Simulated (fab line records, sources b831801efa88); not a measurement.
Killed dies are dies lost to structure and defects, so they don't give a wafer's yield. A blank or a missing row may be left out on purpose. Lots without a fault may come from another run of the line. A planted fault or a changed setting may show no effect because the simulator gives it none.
Which tool did it? | flow gf180mcu | 6 lots, 18 wafers sampled, at 1 step of a route of 602

WHAT THE GAUGES READ, wafer by wafer
GF_MVPSD_OVL_MEAS_07.
lot  | measured     | on         | MVPSD_OVL (nm)
L202 | day 5 12:26  | overlay-01 | 1.8 0.2 1.0
L204 | day 5 23:44  | overlay-01 | -1.2 -2.8 0.5
L214 | day 8 13:17  | overlay-02 | 0.3 1.4 0.5
L218 | day 9 11:56  | overlay-02 | -0.8 0.1 -1.6
L220 | day 9 23:16  | overlay-01 | -2.1 -1.1 -0.8
L222 | day 10 12:29 | overlay-01 | 0.6 0.0 2.0

WHICH TOOL RAN EACH LOT (tool, then ch and the chambers of the sampled wafers, then the start)
The record holds no process step before these readings.

THE ANSWER, worked out from the rows above alone
Rule: what is usual is taken from the lots themselves. Put in order of their means at a reading, lots are off if they are a third of the lots or fewer, leave a main group of 4 or more, and stand apart from it by a gap of 3 or more times the standard deviation of the main group's means; of several such gaps the widest counts. A main group whose means are all the same, to the digits that the tables above print for the reading, isn't used. A lot without any number at a reading at which 4 lots or more have one is off too. The other lots that the step has rows for count as sound.
No lot is off at any reading shown: from this, nothing can be told.

WHAT THE SIMULATOR HAD PUT IN
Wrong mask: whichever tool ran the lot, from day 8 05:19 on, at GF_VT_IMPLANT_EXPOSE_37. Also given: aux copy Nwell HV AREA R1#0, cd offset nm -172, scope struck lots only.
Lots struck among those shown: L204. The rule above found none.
